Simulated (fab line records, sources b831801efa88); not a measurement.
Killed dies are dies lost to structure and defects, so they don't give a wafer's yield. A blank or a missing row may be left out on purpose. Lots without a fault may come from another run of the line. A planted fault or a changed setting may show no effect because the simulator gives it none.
Which tool did it? | flow sky130 | 24 lots, 72 wafers sampled, at 3 steps of a route of 708

WHAT THE GAUGES READ, wafer by wafer
SKY_VIA3_BOW_MEAS_03. Usual: VIA3_BOW 81 um, standard deviation 7.2.
lot  | measured     | on            | VIA3_BOW (um) | flag
L074 | day 39 04:56 | film_metro-04 | 82 73 68      |
L075 | day 39 05:18 | film_metro-03 | 75 78 86      |
L076 | day 39 06:13 | film_metro-01 | 90 89 82      |
L077 | day 39 06:32 | film_metro-03 | 92 85 86      |
L078 | day 39 19:26 | film_metro-01 | 77 72 87      |
L079 | day 40 01:52 | film_metro-03 | 76 89 77      |
L080 | day 40 08:46 | film_metro-03 | 70 64 61      |
L081 | day 40 17:12 | film_metro-04 | 77 79 85      |
L082 | day 41 00:47 | film_metro-01 | 73 74 76      |
L083 | day 41 07:02 | film_metro-03 | 90 86 89      |
L084 | day 41 14:25 | film_metro-01 | 73 77 80      |
L085 | day 41 19:05 | film_metro-04 | 82 85 84      |
L086 | day 42 00:38 | film_metro-04 | 70 80 74      |
L087 | day 42 13:43 | film_metro-01 | 93 95 80      |
L088 | day 42 15:10 | film_metro-01 | 71 76 79      |
L089 | day 42 19:41 | film_metro-01 | 81 83 83      |
L090 | day 43 06:59 | film_metro-01 | 95 79 91      |
L091 | day 43 09:48 | film_metro-04 | 87 81 84      |
L092 | day 43 22:17 | film_metro-01 | 71 79 75      |
L093 | day 44 06:38 | film_metro-01 | 87 79 81      |
L094 | day 44 13:10 | film_metro-04 | 74 75 74      |
L095 | day 45 04:17 | film_metro-01 | 88 91 89      |
L096 | day 45 04:53 | film_metro-01 | 62 78 82      |
L097 | day 45 18:52 | film_metro-01 | 88 79 83      |

WHICH TOOL RAN EACH LOT (tool, then ch and the chambers of the sampled wafers, then the start)
lot  | SKY_METAL1_SPUTTER_03        | SKY_METAL3_SPUTTER_03
L074 | pvd_sputter-04, day 32 08:26 | pvd_sputter-04, day 36 22:41
L075 | pvd_sputter-02, day 32 09:13 | pvd_sputter-02, day 37 00:37
L076 | pvd_sputter-04, day 32 09:37 | pvd_sputter-04, day 37 02:25
L077 | pvd_sputter-02, day 32 12:39 | pvd_sputter-04, day 37 03:32
L078 | pvd_sputter-01, day 33 01:11 | pvd_sputter-01, day 37 15:08
L079 | pvd_sputter-02, day 33 08:41 | pvd_sputter-02, day 37 22:09
L080 | pvd_sputter-04, day 33 15:18 | pvd_sputter-02, day 38 04:50
L081 | pvd_sputter-02, day 34 01:28 | pvd_sputter-02, day 38 13:33
L082 | pvd_sputter-04, day 34 10:01 | pvd_sputter-02, day 38 22:45
L083 | pvd_sputter-01, day 34 16:29 | pvd_sputter-01, day 39 04:57
L084 | pvd_sputter-01, day 35 00:32 | pvd_sputter-04, day 39 11:48
L085 | pvd_sputter-04, day 35 05:17 | pvd_sputter-02, day 39 17:08
L086 | pvd_sputter-04, day 35 10:59 | pvd_sputter-04, day 39 23:24
L087 | pvd_sputter-04, day 36 02:08 | pvd_sputter-01, day 40 11:42
L088 | pvd_sputter-02, day 36 03:13 | pvd_sputter-01, day 40 13:35
L089 | pvd_sputter-04, day 36 09:09 | pvd_sputter-01, day 40 18:57
L090 | pvd_sputter-04, day 36 18:46 | pvd_sputter-01, day 41 05:50
L091 | pvd_sputter-04, day 36 23:40 | pvd_sputter-02, day 41 09:02
L092 | pvd_sputter-02, day 37 13:43 | pvd_sputter-01, day 41 21:27
L093 | pvd_sputter-04, day 37 23:38 | pvd_sputter-01, day 42 06:50
L094 | pvd_sputter-04, day 38 07:25 | pvd_sputter-01, day 42 14:02
L095 | pvd_sputter-04, day 38 22:02 | pvd_sputter-01, day 43 05:32
L096 | pvd_sputter-04, day 38 23:35 | pvd_sputter-02, day 43 05:53
L097 | pvd_sputter-04, day 39 15:23 | pvd_sputter-01, day 43 20:30
- SKY_METAL1_SPUTTER_03: material Ti, target thk 5 nm, time 3.3 s.
- SKY_METAL3_SPUTTER_03: material Ti, target thk 5 nm, time 3.3 s.

WHAT THE TOOLS THEMSELVES READ (means of the sampled wafers that have a number; where no wafer has one, the mark that the record gives instead)
SKY_METAL1_SPUTTER_03. Usual: throttle_valve_pct 29.9 %, standard deviation 1.
lot  | tool           | throttle_valve_pct (%) | flag
L074 | pvd_sputter-04 | 30.4                   |
L075 | pvd_sputter-02 | 29.5                   |
L076 | pvd_sputter-04 | 29.7                   |
L077 | pvd_sputter-02 | 29.4                   |
L078 | pvd_sputter-01 | 29.6                   |
L079 | pvd_sputter-02 | 29.6                   |
L080 | pvd_sputter-04 | 29.7                   |
L081 | pvd_sputter-02 | 29.5                   |
L082 | pvd_sputter-04 | 30.8                   |
L083 | pvd_sputter-01 | 29.7                   |
L084 | pvd_sputter-01 | 29.6                   |
L085 | pvd_sputter-04 | 30.4                   |
L086 | pvd_sputter-04 | 30.2                   |
L087 | pvd_sputter-04 | 29.6                   |
L088 | pvd_sputter-02 | 29.3                   |
L089 | pvd_sputter-04 | 30.4                   |
L090 | pvd_sputter-04 | 30.6                   |
L091 | pvd_sputter-04 | 29.9                   |
L092 | pvd_sputter-02 | 29.6                   |
L093 | pvd_sputter-04 | 31.0                   |
L094 | pvd_sputter-04 | 30.7                   |
L095 | pvd_sputter-04 | 30.0                   |
L096 | pvd_sputter-04 | 30.6                   |
L097 | pvd_sputter-04 | 30.7                   |

SKY_METAL3_SPUTTER_03. Usual: throttle_valve_pct 29.7 %, standard deviation 0.68.
lot  | tool           | throttle_valve_pct (%) | flag
L074 | pvd_sputter-04 | 29.0                   |
L075 | pvd_sputter-02 | 29.1                   |
L076 | pvd_sputter-04 | 31.2                   |
L077 | pvd_sputter-04 | 30.6                   |
L078 | pvd_sputter-01 | 29.5                   |
L079 | pvd_sputter-02 | 29.2                   |
L080 | pvd_sputter-02 | 29.2                   |
L081 | pvd_sputter-02 | 29.8                   |
L082 | pvd_sputter-02 | 29.5                   |
L083 | pvd_sputter-01 | 29.7                   |
L084 | pvd_sputter-04 | 29.4                   |
L085 | pvd_sputter-02 | 29.6                   |
L086 | pvd_sputter-04 | 30.1                   |
L087 | pvd_sputter-01 | 29.8                   |
L088 | pvd_sputter-01 | 29.6                   |
L089 | pvd_sputter-01 | 29.6                   |
L090 | pvd_sputter-01 | 29.5                   |
L091 | pvd_sputter-02 | 29.1                   |
L092 | pvd_sputter-01 | 29.9                   |
L093 | pvd_sputter-01 | 29.7                   |
L094 | pvd_sputter-01 | 29.6                   |
L095 | pvd_sputter-01 | 29.6                   |
L096 | pvd_sputter-02 | 29.3                   |
L097 | pvd_sputter-01 | 29.6                   |

THE ANSWER, worked out from the rows above alone
Rule: a lot is off if the mean of its wafers that have a number lies more than 3 standard deviations from the usual mean. A lot without any number at a reading at which 4 lots or more have one is off too. The other lots that the step has rows for count as sound. The gauges are gone through in route order, then the tools' own readings, and for those a lot's mean is taken as printed above. The first step at which some lot is off is used, and at that step the reading that is off furthest; a lot without a number counts as furthest.
No lot is off at any reading shown: from this, nothing can be told.

WHAT THE SIMULATOR HAD PUT IN
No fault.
